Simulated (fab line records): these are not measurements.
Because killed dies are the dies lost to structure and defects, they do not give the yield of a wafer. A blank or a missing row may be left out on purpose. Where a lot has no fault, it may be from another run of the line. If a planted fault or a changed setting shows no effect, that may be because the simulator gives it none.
fab line records + flow sfq_line
record
- lots=7
- wafers=18
- last_day=86
route steps=325 shown I6@274 M7@281
lots that met no fault: from a run of the same line without faults
start_h: hours from the record's opening day to when the first of the lot's shown wafers began + wait_h: hours since the lot's step before + " the same as in the row above + L1.1+2: one row covering several wafers at once + - value missing, or start not given + * or withheld: withheld + < > ~ a bound
route shown NAME@n: NAME is a module with steps in the file, n the number in the route of the first one + usual: mean/standard deviation taken from wafers without a fault + same: alike in all rows + chamber/n: place in a boat + sites: readings site by site + _std_site: standard deviation of those values + _edge_site: the outer-site mean with the inner-site mean subtracted + radius_mm: how far each site lies from the wafer's centre + mask NAME#n: copy n + behind: the tool/chamber that last shaped the wafer + hold: cause of the lot's hold/its duration in hours/its outcome + device: which transistor (n, p or np) failed to switch + end of line: the same wafers' tests at the end of the route + where a step has no rows: the recipe by itself + killed: dies lost to structure and defects at the first sort, not the wafer's yield + map: a wafer's dies, marking killed ones x, the rest . and places with no die _
set.NAME: the run value of the setting; set.NAME@STEP: its run value at that earlier step + model.NAME: the simulator's own value behind a step, which no gauge read
lots seen at some steps along the route; tables by step, rows by wafer
services: the hour from which a tool's chamber was out of use, counted from the record's first day as start_h (under 0 if before that day), plus the number of hours and why
## steps
# step SFQ_TRILAYER_I6_VIA_LITHO_PEB_172
# recipe
- peb_temp_c=115
- peb_time_s=60
- resist=KrF
# step SFQ_TRILAYER_I6_VIA_LITHO_DEVELOP_171
# recipe
- time_s=60
- resist=KrF
# step SFQ_I6_OVL_MEAS_942
# usual
- I6_OVL=-1/6.2
| lot.wafer | tool       | chamber | start_h | wait_h | I6_OVL[nm] |
|-----------|------------|---------|---------|--------|------------|
| L810.3    | overlay-02 | -       | 1644.24 | 0.1    | 0          |
| L810.5    | "          | -       | "       | "      | 6          |
| L810.6    | "          | -       | "       | "      | 0          |
| L816.2    | overlay-02 | -       | 1787.85 | 0.1    | 2          |
| L816.5    | "          | -       | "       | "      | 9          |
| L816.6    | "          | -       | "       | "      | 11         |
| L821.1    | overlay-01 | -       | 1822.29 | 0.1    | 0          |
| L821.4    | "          | -       | "       | "      | -6         |
| L823.1    | overlay-01 | -       | 1825.89 | 0.1    | -7         |
| L823.5    | "          | -       | "       | "      | -9         |
| L825.1    | overlay-01 | -       | 1830.69 | 0.1    | 13         |
| L825.5    | "          | -       | "       | "      | 9          |
| L830.1    | overlay-01 | -       | 1843.89 | 0.1    | -1         |
| L830.3    | "          | -       | "       | "      | -5         |
| L830.6    | "          | -       | "       | "      | -7         |
| L831.1    | overlay-01 | -       | 1845.09 | 0.1    | 0          |
| L831.4    | "          | -       | "       | "      | 9          |
| L831.5    | "          | -       | "       | "      | 1          |
# step SFQ_TRILAYER_I6_VIA_BARC_OPEN_VIA_ETCH_235
# recipe
- mask_material=PR
- chemistry=O2
- target_depth_nm=125
- target=BARC
- source_w=500
- bias_w=80
- pressure_mtorr=30
- time_s=41.7
# usual
- drypump_motor_current_A=5.5/0.37
- oes_product_au=0.685/0.0047
| lot.wafer | tool        | chamber | start_h | wait_h | drypump_motor_current_A | oes_product_au | rf_hours_counter_h |
|-----------|-------------|---------|---------|--------|-------------------------|----------------|--------------------|
| L810.3    | rie_diel-04 | 1       | 1644.27 | 0.0    | 6.0                     | 0.694          | 4                  |
| L810.5    | "           | 2       | "       | "      | 5.2                     | 0.680          | -                  |
| L810.6    | "           | 3       | "       | "      | 5.4                     | 0.678          | -                  |
| L816.2    | rie_diel-01 | 2       | 1787.88 | 0.0    | 5.4                     | 0.686          | 0                  |
| L816.5    | "           | 1       | "       | "      | 5.6                     | 0.683          | -                  |
| L816.6    | "           | 0       | "       | "      | 5.1                     | 0.684          | -                  |
| L821.1    | rie_diel-01 | 0       | 1822.33 | 0.0    | 5.1                     | 0.683          | 18                 |
| L821.4    | "           | 1       | "       | "      | 5.5                     | 0.692          | 17                 |
| L823.1    | rie_diel-03 | 3       | 1825.93 | 0.0    | 5.1                     | 0.682          | 14                 |
| L823.5    | "           | 3       | "       | "      | 5.1                     | 0.693          | -                  |
| L825.1    | rie_diel-04 | 1       | 1830.73 | 0.0    | 6.0                     | 0.685          | 6                  |
| L825.5    | "           | 1       | "       | "      | 5.9                     | 0.689          | -                  |
| L830.1    | rie_diel-01 | 3       | 1843.93 | 0.0    | 5.7                     | 0.695          | 10                 |
| L830.3    | "           | 2       | "       | "      | 5.4                     | 0.684          | 1                  |
| L830.6    | "           | 0       | "       | "      | 5.1                     | 0.686          | -                  |
| L831.1    | rie_diel-04 | 3       | 1845.13 | 0.0    | 5.4                     | 0.681          | 1                  |
| L831.4    | "           | 1       | "       | "      | 5.9                     | 0.689          | 6                  |
| L831.5    | "           | 0       | "       | "      | 5.8                     | 0.686          | -                  |
# step SFQ_TRILAYER_I6_VIA_ETCH_VIA_ETCH_172
# recipe
- target=SiO2
- stop_on=Nb
- mask_material=PR
- taper_deg=20
- chemistry=CHF3
- target_depth_nm=260
- source_w=500
- bias_w=80
- pressure_mtorr=30
- time_s=withheld
# usual
- drypump_motor_current_A=5.5/0.37
- oes_product_au=0.855/0.0052
| lot.wafer | tool        | chamber | start_h | wait_h | drypump_motor_current_A | oes_product_au |
|-----------|-------------|---------|---------|--------|-------------------------|----------------|
| L810.3    | rie_diel-04 | 1       | 1644.31 | 0.0    | 5.9                     | 0.852          |
| L810.5    | "           | 2       | "       | "      | 5.2                     | 0.856          |
| L810.6    | "           | 3       | "       | "      | 5.4                     | 0.856          |
| L816.2    | rie_diel-01 | 2       | 1787.92 | 0.0    | 5.4                     | 0.844          |
| L816.5    | "           | 1       | "       | "      | 5.5                     | 0.858          |
| L816.6    | "           | 0       | "       | "      | 5.1                     | 0.857          |
| L821.1    | rie_diel-01 | 0       | 1822.37 | 0.0    | 5.1                     | 0.854          |
| L821.4    | "           | 1       | "       | "      | 5.6                     | 0.852          |
| L823.1    | rie_diel-03 | 3       | 1825.97 | 0.0    | 5.1                     | 0.850          |
| L823.5    | "           | 3       | "       | "      | 5.1                     | 0.859          |
| L825.1    | rie_diel-04 | 1       | 1830.77 | 0.0    | 6.0                     | 0.847          |
| L825.5    | "           | 1       | "       | "      | 6.0                     | 0.855          |
| L830.1    | rie_diel-01 | 3       | 1843.97 | 0.0    | 5.7                     | 0.854          |
| L830.3    | "           | 2       | "       | "      | 5.4                     | 0.863          |
| L830.6    | "           | 0       | "       | "      | 5.1                     | 0.857          |
| L831.1    | rie_diel-04 | 3       | 1845.17 | 0.0    | 5.4                     | 0.850          |
| L831.4    | "           | 1       | "       | "      | 6.0                     | 0.853          |
| L831.5    | "           | 0       | "       | "      | 5.8                     | 0.853          |
# step SFQ_TRILAYER_I6_VIA_STRIP_STRIP_173
# recipe
- gas=O2
- power_w=200
- platen_temp_c=40
- overash_fraction=0.65
- chemistry=O2
- pressure_mtorr=50
# usual
- drypump_motor_current_A=6.0/0.44
- oes_product_au=1.003/0.0099
| lot.wafer | tool         | chamber | start_h | wait_h | drypump_motor_current_A | oes_product_au | rf_hours_counter_h |
|-----------|--------------|---------|---------|--------|-------------------------|----------------|--------------------|
| L810.3    | rie_metal-03 | 0       | 1644.82 | -      | 6.2                     | 1.017          | -                  |
| L810.5    | "            | 0       | "       | "      | 6.2                     | 1.010          | -                  |
| L810.6    | "            | 0       | "       | "      | 6.2                     | 1.014          | -                  |
| L816.2    | rie_metal-03 | 0       | 1788.03 | -      | 6.2                     | 1.001          | 78                 |
| L816.5    | "            | 0       | "       | "      | 6.2                     | 1.008          | -                  |
| L816.6    | "            | 1       | "       | "      | 6.6                     | 1.015          | -                  |
| L821.1    | rie_metal-01 | 0       | 1822.48 | -      | 5.6                     | 1.012          | 67                 |
| L821.4    | "            | 1       | "       | "      | 5.3                     | 0.995          | -                  |
| L823.1    | rie_metal-02 | 1       | 1826.08 | -      | 6.2                     | 1.004          | 8                  |
| L823.5    | "            | 1       | "       | "      | 6.2                     | 0.993          | -                  |
| L825.1    | rie_metal-02 | 1       | 1830.88 | -      | 6.2                     | 0.998          | 10                 |
| L825.5    | "            | 1       | "       | "      | 6.2                     | 0.993          | -                  |
| L830.1    | rie_metal-03 | 0       | 1844.08 | -      | 6.2                     | 0.999          | 88                 |
| L830.3    | "            | 0       | "       | "      | 6.2                     | 0.997          | -                  |
| L830.6    | "            | 1       | "       | "      | 6.5                     | 1.005          | -                  |
| L831.1    | rie_metal-01 | 1       | 1845.28 | -      | 5.3                     | 0.989          | 78                 |
| L831.4    | "            | 1       | "       | "      | 5.3                     | 0.985          | -                  |
| L831.5    | "            | 1       | "       | "      | 5.3                     | 0.988          | -                  |
# step SFQ_TRILAYER_I6_VIA_STRIP_SOLV_CLEAN_174
# recipe
- chemistry=NMP
- temp_c=70
- time_s=600
# step SFQ_TRILAYER_M7_DEP_PRE_CLEAN_176
# recipe
- gas=Ar
- time_s=22.5
- bias_v=250
# step SFQ_TRILAYER_M7_DEP_SPUTTER_175
# recipe
- material=Nb
- base_pressure_pa=1.33e-06
- chamber_pressure_pa=0.1333
- substrate_temp_c=20
- target_thk_nm=200
- power_w=2000
- time_s=133.3
# step SFQ_M7_RS_MEAS_943
# recipe
- thk_meas_gauge=four-point-probe
- reads=Nb_of_TRILAYER_M7_DEP_SPUTTER_175
# usual
- M7_NB_RS=0.892/0.013
| lot.wafer | tool          | chamber | start_h | wait_h | M7_NB_RS[ohm/sq] |
|-----------|---------------|---------|---------|--------|------------------|
| L810.3    | film_metro-03 | -       | 1645.95 | 0.1    | 0.887            |
| L810.5    | "             | -       | "       | "      | 0.894            |
| L810.6    | "             | -       | "       | "      | 0.891            |
| L816.2    | film_metro-03 | -       | 1788.94 | 0.1    | 0.901            |
| L816.5    | "             | -       | "       | "      | 0.890            |
| L816.6    | "             | -       | "       | "      | 0.899            |
| L821.1    | film_metro-03 | -       | 1823.39 | 0.0    | 0.903            |
| L821.4    | "             | -       | "       | "      | 0.910            |
| L823.1    | film_metro-03 | -       | 1827.57 | 0.0    | 0.875            |
| L823.5    | "             | -       | "       | "      | 0.867            |
| L825.1    | film_metro-03 | -       | 1832.37 | 0.0    | 0.905            |
| L825.5    | "             | -       | "       | "      | 0.904            |
| L830.1    | film_metro-04 | -       | 1844.97 | 0.0    | 0.891            |
| L830.3    | "             | -       | "       | "      | 0.902            |
| L830.6    | "             | -       | "       | "      | 0.910            |
| L831.1    | film_metro-01 | -       | 1846.17 | 0.0    | 0.873            |
| L831.4    | "             | -       | "       | "      | 0.888            |
| L831.5    | "             | -       | "       | "      | 0.879            |
# step SFQ_TRILAYER_M7_LITHO_COAT_182
# recipe
- resist=BARC
- spin_rpm=3000
- resist_thk_nm=62
# step SFQ_TRILAYER_M7_LITHO_COAT_177
# recipe
- resist=KrF
- spin_rpm=3000
- resist_thk_nm=600
# usual
- spin_speed_rpm=3000.0/1.7
| lot.wafer | tool           | chamber | start_h | wait_h | spin_speed_rpm | model.KrF_of_TRILAYER_M7_LITHO_COAT_177.thk_nm |
|-----------|----------------|---------|---------|--------|----------------|------------------------------------------------|
| L810.3    | litho_track-03 | 0       | 1646.49 | 0.2    | 2999.7         | 598.5                                          |
| L810.5    | "              | 0       | "       | "      | 2998.8         | 598.2                                          |
| L810.6    | "              | 0       | "       | "      | 2998.3         | 598.8                                          |
| L816.2    | litho_track-01 | 0       | 1789.45 | 0.2    | 2997.5         | 602.4                                          |
| L816.5    | "              | 0       | "       | "      | 3001.2         | 603.5                                          |
| L816.6    | "              | 0       | "       | "      | 2996.0         | 601.6                                          |
| L821.1    | litho_track-01 | 0       | 1823.87 | 0.2    | 3000.3         | 621.7                                          |
| L821.4    | "              | 0       | "       | "      | 2999.2         | 598.9                                          |
| L823.1    | litho_track-01 | 0       | 1828.05 | 0.2    | 2998.2         | 622.3                                          |
| L823.5    | "              | 0       | "       | "      | 2999.8         | 601.2                                          |
| L825.1    | litho_track-01 | 0       | 1832.85 | 0.2    | 3001.1         | 621.6                                          |
| L825.5    | "              | 0       | "       | "      | 2999.5         | 599.9                                          |
| L830.1    | litho_track-04 | 0       | 1845.45 | 0.2    | 3001.2         | 600.6                                          |
| L830.3    | "              | 0       | "       | "      | 2999.4         | 601.2                                          |
| L830.6    | "              | 0       | "       | "      | 2999.6         | 598.8                                          |
| L831.1    | litho_track-04 | 0       | 1846.65 | 0.2    | 2999.2         | 599                                            |
| L831.4    | "              | 0       | "       | "      | 2997.6         | 600.6                                          |
| L831.5    | "              | 0       | "       | "      | 2998.7         | 601.5                                          |
# step SFQ_TRILAYER_M7_LITHO_SOFTBAKE_181
# recipe
- temp_c=withheld
- time_s=withheld
- resist=KrF
# step SFQ_TRILAYER_M7_LITHO_EXPOSE_178
# recipe
- mask_id=M7
- na=0.6
- source_shape=conventional
- sigma_outer=0.65
- target_cd_nm=500
- dose_mj=14.4
# step SFQ_TRILAYER_M7_LITHO_PEB_180
# recipe
- peb_temp_c=115
- peb_time_s=60
- resist=KrF
# step SFQ_TRILAYER_M7_LITHO_DEVELOP_179
# recipe
- time_s=60
- resist=KrF
# step SFQ_M7_OVL_MEAS_945
# usual
- M7_OVL=-4/5
| lot.wafer | tool       | chamber | start_h | wait_h | M7_OVL[nm] |
|-----------|------------|---------|---------|--------|------------|
| L810.3    | overlay-02 | -       | 1648.36 | 0.1    | -4         |
| L810.5    | "          | -       | "       | "      | 0          |
| L810.6    | "          | -       | "       | "      | -1         |
| L816.2    | overlay-02 | -       | 1838.50 | 0.1    | -9         |
| L816.5    | "          | -       | "       | "      | -6         |
| L816.6    | "          | -       | "       | "      | -9         |
| L821.1    | overlay-02 | -       | 1854.10 | 0.1    | -4         |
| L821.4    | "          | -       | "       | "      | -1         |
| L823.1    | overlay-02 | -       | 1856.50 | 0.1    | -6         |
| L823.5    | "          | -       | "       | "      | -3         |
| L825.1    | overlay-01 | -       | 1858.90 | 0.1    | 1          |
| L825.5    | "          | -       | "       | "      | -8         |
| L830.1    | overlay-01 | -       | 1868.50 | 0.1    | -5         |
| L830.3    | "          | -       | "       | "      | -13        |
| L830.6    | "          | -       | "       | "      | -2         |
| L831.1    | overlay-01 | -       | 1869.70 | 0.1    | -1         |
| L831.4    | "          | -       | "       | "      | -4         |
| L831.5    | "          | -       | "       | "      | -5         |
# step SFQ_TRILAYER_M7_BARC_OPEN_METAL_ETCH_229
# recipe
- mask_material=PR
- chemistry=O2
- target_depth_nm=125
- target=BARC
- icp_w=600
- bias_w=80
- pressure_mtorr=10
- time_s=41.7
# usual
- drypump_motor_current_A=5.66/0.25
- oes_product_au=0.684/0.0045
| lot.wafer | tool         | chamber | start_h | wait_h | drypump_motor_current_A | oes_product_au | rf_hours_counter_h |
|-----------|--------------|---------|---------|--------|-------------------------|----------------|--------------------|
| L810.3    | rie_metal-04 | 1       | 1648.40 | 0.0    | 5.55                    | 0.681          | -                  |
| L810.5    | "            | 1       | "       | "      | 5.55                    | 0.681          | -                  |
| L810.6    | "            | 0       | "       | "      | 5.64                    | 0.685          | -                  |
| L816.2    | rie_metal-04 | 1       | 1838.53 | 0.0    | 5.56                    | 0.681          | 98                 |
| L816.5    | "            | 0       | "       | "      | 5.71                    | 0.684          | -                  |
| L816.6    | "            | 1       | "       | "      | 5.57                    | 0.689          | -                  |
| L821.1    | rie_metal-04 | 1       | 1854.13 | 0.0    | 5.54                    | 0.684          | 101                |
| L821.4    | "            | 0       | "       | "      | 5.68                    | 0.678          | -                  |
| L823.1    | rie_metal-04 | 0       | 1856.53 | 0.0    | 5.68                    | 0.679          | 74                 |
| L823.5    | "            | 0       | "       | "      | 5.68                    | 0.681          | -                  |
| L825.1    | rie_metal-04 | 0       | 1858.93 | 0.0    | 5.68                    | 0.685          | 74                 |
| L825.5    | "            | 1       | "       | "      | 5.55                    | 0.680          | -                  |
| L830.1    | rie_metal-01 | 0       | 1868.53 | 0.0    | 5.56                    | 0.688          | 74                 |
| L830.3    | "            | 0       | "       | "      | 5.56                    | 0.688          | -                  |
| L830.6    | "            | 0       | "       | "      | 5.60                    | 0.678          | -                  |
| L831.1    | rie_metal-02 | 0       | 1869.73 | 0.0    | 5.44                    | 0.681          | 6                  |
| L831.4    | "            | 1       | "       | "      | 6.22                    | 0.684          | -                  |
| L831.5    | "            | 1       | "       | "      | 6.21                    | 0.684          | -                  |
# step SFQ_TRILAYER_M7_ETCH_METAL_ETCH_180
# recipe
- target=Nb
- stop_on=SiO2
- mask_material=PR
- chemistry=Cl2/Ar
- target_depth_nm=240
- icp_w=600
- bias_w=80
- pressure_mtorr=10
- time_s=120
# usual
- drypump_motor_current_A=5.67/0.25
- oes_product_au=0.893/0.0084
| lot.wafer | tool         | chamber | start_h | wait_h | drypump_motor_current_A | oes_product_au | rf_hours_counter_h | model.KrF_of_TRILAYER_M7_LITHO_COAT_177.thk_nm |
|-----------|--------------|---------|---------|--------|-------------------------|----------------|--------------------|------------------------------------------------|
| L810.3    | rie_metal-04 | 1       | 1648.48 | 0.1    | 5.56                    | 0.889          | -                  | 386.4                                          |
| L810.5    | "            | 1       | "       | "      | 5.55                    | 0.897          | -                  | 385.7                                          |
| L810.6    | "            | 0       | "       | "      | 5.70                    | 0.906          | -                  | 386.9                                          |
| L816.2    | rie_metal-04 | 1       | 1838.59 | 0.0    | 5.55                    | 0.890          | 98                 | 386.5                                          |
| L816.5    | "            | 0       | "       | "      | 5.71                    | 0.897          | -                  | 388.4                                          |
| L816.6    | "            | 1       | "       | "      | 5.55                    | 0.884          | -                  | 386.6                                          |
| L821.1    | rie_metal-04 | 1       | 1854.19 | 0.0    | 5.54                    | 0.879          | 101                | 409.7                                          |
| L821.4    | "            | 0       | "       | "      | 5.69                    | 0.884          | -                  | 388                                            |
| L823.1    | rie_metal-04 | 0       | 1856.59 | 0.0    | 5.72                    | 0.904          | 74                 | 410.1                                          |
| L823.5    | "            | 0       | "       | "      | 5.74                    | 0.902          | -                  | 388.9                                          |
| L825.1    | rie_metal-04 | 0       | 1858.99 | 0.0    | 5.70                    | 0.886          | 74                 | 409.7                                          |
| L825.5    | "            | 1       | "       | "      | 5.56                    | 0.885          | -                  | 386.6                                          |
| L830.1    | rie_metal-01 | 0       | 1868.65 | 0.1    | 5.59                    | 0.891          | 75                 | 381                                            |
| L830.3    | "            | 0       | "       | "      | 5.58                    | 0.891          | -                  | 382.2                                          |
| L830.6    | "            | 0       | "       | "      | 5.57                    | 0.884          | -                  | 378.5                                          |
| L831.1    | rie_metal-02 | 0       | 1869.79 | 0.0    | 5.44                    | 0.904          | 6                  | 380.1                                          |
| L831.4    | "            | 1       | "       | "      | 6.21                    | 0.899          | -                  | 379.3                                          |
| L831.5    | "            | 1       | "       | "      | 6.20                    | 0.903          | -                  | 377.6                                          |
# step SFQ_TRILAYER_M7_STRIP_STRIP_181
# recipe
- gas=O2
- power_w=200
- platen_temp_c=40
- overash_fraction=0.65
- chemistry=O2
- pressure_mtorr=50
# usual
- drypump_motor_current_A=5.66/0.25
- oes_product_au=0.997/0.014
| lot.wafer | tool         | chamber | start_h | wait_h | drypump_motor_current_A | oes_product_au | rf_hours_counter_h |
|-----------|--------------|---------|---------|--------|-------------------------|----------------|--------------------|
| L810.3    | rie_metal-04 | 1       | 1648.77 | 0.2    | 5.55                    | 0.990          | -                  |
| L810.5    | "            | 1       | "       | "      | 5.58                    | 0.990          | -                  |
| L810.6    | "            | 0       | "       | "      | 5.70                    | 0.979          | -                  |
| L816.2    | rie_metal-04 | 1       | 1838.72 | 0.1    | 5.54                    | 0.998          | 98                 |
| L816.5    | "            | 0       | "       | "      | 5.70                    | 0.986          | -                  |
| L816.6    | "            | 1       | "       | "      | 5.54                    | 0.985          | -                  |
| L821.1    | rie_metal-04 | 1       | 1854.32 | 0.1    | 5.54                    | 0.989          | 101                |
| L821.4    | "            | 0       | "       | "      | 5.68                    | 0.987          | -                  |
| L823.1    | rie_metal-04 | 0       | 1856.72 | 0.1    | 5.68                    | 0.984          | 74                 |
| L823.5    | "            | 0       | "       | "      | 5.68                    | 0.974          | -                  |
| L825.1    | rie_metal-04 | 0       | 1859.12 | 0.1    | 5.68                    | 0.980          | 75                 |
| L825.5    | "            | 1       | "       | "      | 5.56                    | 0.976          | -                  |
| L830.1    | rie_metal-01 | 0       | 1868.90 | 0.2    | 5.56                    | 1.017          | 75                 |
| L830.3    | "            | 0       | "       | "      | 5.56                    | 1.007          | -                  |
| L830.6    | "            | 0       | "       | "      | 5.57                    | 1.021          | -                  |
| L831.1    | rie_metal-02 | 0       | 1869.92 | 0.1    | 5.44                    | 1.007          | 6                  |
| L831.4    | "            | 1       | "       | "      | 6.20                    | 1.019          | -                  |
| L831.5    | "            | 1       | "       | "      | 6.20                    | 1.019          | -                  |
## services
| tool         | chamber | start_h | hours | kind   |
|--------------|---------|---------|-------|--------|
| rie_diel-01  | 1       | 1631.10 | 10.0  | repair |
| rie_diel-03  | 3       | 1633.54 | 8.1   | repair |
| rie_metal-03 | -       | 1641.04 | 2.8   | pm     |
| rie_diel-04  | 3       | 1650.28 | 5.5   | repair |
| rie_diel-04  | 1       | 1650.32 | 5.3   | repair |
| rie_diel-03  | -       | 1664.08 | 0.5   | repair |
| rie_diel-01  | -       | 1689.45 | 0.1   | repair |
| rie_metal-04 | -       | 1702.26 | 0.6   | repair |
| rie_metal-02 | 1       | 1702.96 | 3.2   | repair |
| rie_metal-04 | 1       | 1703.46 | 21.6  | repair |
| rie_metal-04 | -       | 1724.32 | 2.8   | pm     |
| rie_metal-03 | 0       | 1726.42 | 20.9  | repair |
| rie_diel-01  | 0       | 1730.72 | 2.9   | repair |
| rie_metal-02 | -       | 1750.33 | 0.9   | repair |
| rie_metal-04 | -       | 1781.05 | 1.9   | repair |
| rie_diel-04  | 1       | 1785.80 | 2.3   | repair |
| rie_metal-02 | 1       | 1786.41 | 3.2   | repair |
| rie_metal-04 | -       | 1788.67 | 4.2   | repair |
| rie_diel-01  | 1       | 1798.11 | 8.9   | repair |
| rie_diel-04  | -       | 1800.47 | 0.9   | repair |
| rie_metal-01 | -       | 1823.46 | 15.6  | pm     |
| rie_diel-04  | 2       | 1833.23 | 2.7   | repair |
| rie_metal-01 | -       | 1839.95 | 2.8   | pm     |
| rie_metal-01 | 1       | 1864.18 | 15.2  | repair |
## key
first_sign none at tools or gauges
model_effect
- step=SFQ_TRILAYER_M7_LITHO_COAT_177
- value=KrF_of_TRILAYER_M7_LITHO_COAT_177.thk_nm
- without=600.1
- struck=621.8
model_effect
- step=SFQ_TRILAYER_M7_ETCH_METAL_ETCH_180
- value=KrF_of_TRILAYER_M7_LITHO_COAT_177.thk_nm
- without=388
- struck=409.8
met_at SFQ_TRILAYER_M7_LITHO_COAT_177
struck_wafers L821.1,L823.1,L825.1
onset_between 1789.45 1823.87
fault
- kind=process_parameter_drift
- tool=litho_track-01
- chamber=-
- onset_h=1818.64
- steps=SFQ_TRILAYER_M7_LITHO_COAT_177
- channel=resist_thk_nm
- offset=21.781
- shape=step
- end_h=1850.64
- scope=struck_wafers_only
- acts_in=these_recipes_only
- stated=600
